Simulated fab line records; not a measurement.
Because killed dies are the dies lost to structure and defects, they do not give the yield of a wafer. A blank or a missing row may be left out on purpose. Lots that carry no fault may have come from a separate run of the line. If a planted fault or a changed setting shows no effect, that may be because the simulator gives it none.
A struck lot beside a sound one -- flow sky130 -- 15 steps out of a route of 708
Sound: the wafers L309.3, L309.5, L309.6. Struck: wafer L304.1 (left out: L304.3, L304.4 of the same lot, which were not struck); the cause appears at the end.
For every step that has rows: the tool of each side, followed by ch and its chambers, followed by its first start. Under that, the readings that differ: sound wafers -- struck wafers -- difference of the means -- sigmas: that difference in standard deviations of wafers without a fault.
alike: readings whose means differ by less than 2 such deviations, and words and numbers that are the same on both sides. not compared: withheld readings, readings that some wafer has no value for, bounds like >300 that may hide the same value, and numbers for which the record gives no deviation and whose values overlap.
Wherever a step has rows on one side only, a row that says differs or no value, or a row with sigmas, the two part there. When numbers do not overlap yet have no deviation, they are printed without sigmas and do not part them. Lack of a reading on every wafer of one side parts them only where that side has two or more wafers.

first, 8 steps without rows for these wafers: SKY_CONTACT_DEHYDRATE_06 (time 60 s); SKY_CONTACT_HMDS_07 (prime time 60 s); SKY_CONTACT_COAT_08 (resist thk 60 nm); SKY_CONTACT_COAT_09 (resist thk 450 nm); SKY_CONTACT_SOFTBAKE_10 (time 90 s); SKY_CONTACT_EXPOSE_11 (exposes mask CTM1, target cd 170 nm); SKY_CONTACT_PEB_12; SKY_CONTACT_DEVELOP_13 (develop time 60 s).
SKY_CONTACT_CD_MEAS_14: target cd 170 nm.
  sound on cdSem-01 at day 37 05:04; struck on cdSem-01 at day 35 23:11
  alike: cdNm
SKY_CONTACT_OVL_MEAS_15:
  sound on overlay-02 at day 37 05:10; struck on overlay-02 at day 35 23:18
  alike: CONTACT_OVL
SKY_CONTACT_ETCH_16: etches BARC in N2/H2, stops on SiO2, time 45.9 s, target depth 60 nm.
  sound on rieDiel-04 ch 2,3, day 37 05:11; struck on rieDiel-01 ch 2, day 35 23:20
reading,sound,struck,difference,sigmas
drypumpMotorCurrentA (A),5.6 5.9 5.6,6.5,+0.8,+2
h2FlowSccm (sccm),200.1 200.5 200.2,198.8,-1.5,-3
  alike: oesProductAu, rfFwdPowerW, throttleValvePct
  not compared: rfHoursCounterH
SKY_CONTACT_ETCH_17: etches SiO2 in C4F8/O2/Ar, stops on Si3N4, target depth 340 nm.
  sound on rieDiel-04 ch 2,3, day 37 05:14; struck on rieDiel-01 ch 2, day 35 23:23
reading,sound,struck,difference,sigmas
rfFwdPowerW (W),1490 1486 1501,1480,-12,-2
  alike: oesProductAu
SKY_CONTACT_ETCH_18: etches Si3N4 in CHF3/O2, stops on TiN, time 39 s, target depth 75 nm.
  sound on rieDiel-04 ch 2,3, day 37 05:00; struck on rieDiel-01 ch 2, day 35 23:00
reading,sound,struck,difference,sigmas
drypumpMotorCurrentA (A),5.6 5.9 5.5,6.5,+0.8,+2
model.KrF-thick_of_CONTACT_COAT_09.thkNm (nm),240.5 241.2 240,263.3,+22.7,
  alike: oesProductAu, rfFwdPowerW, throttleValvePct
  not compared: rfHoursCounterH
SKY_CONTACT_STRIP_19: strips in O2/N2.
  sound on plasmaAsher-04 ch 0,1, day 37 05:21; struck on plasmaAsher-01 ch 1, day 35 23:28
reading,sound,struck,difference,sigmas
oesProductAu (a.u.),0.384 0.377 0.380,0.394,+0.014,+3
rfHoursCounterH (h),- - -,44,no value on the sound wafers,
stripTimeToEndpointS (s),3.586 3.579 3.578,3.836,+0.255,+8
  alike: drypumpMotorCurrentA
then, 1 step without rows for these wafers: SKY_CONTACT_STRIP_20 (strips in post etch residue remover, time 1200 s).

== WHERE THEY PART ==
Last at SKY_CONTACT_STRIP_19 as far as this record goes, first at SKY_CONTACT_ETCH_16.

WHY: the cause the simulator had injected
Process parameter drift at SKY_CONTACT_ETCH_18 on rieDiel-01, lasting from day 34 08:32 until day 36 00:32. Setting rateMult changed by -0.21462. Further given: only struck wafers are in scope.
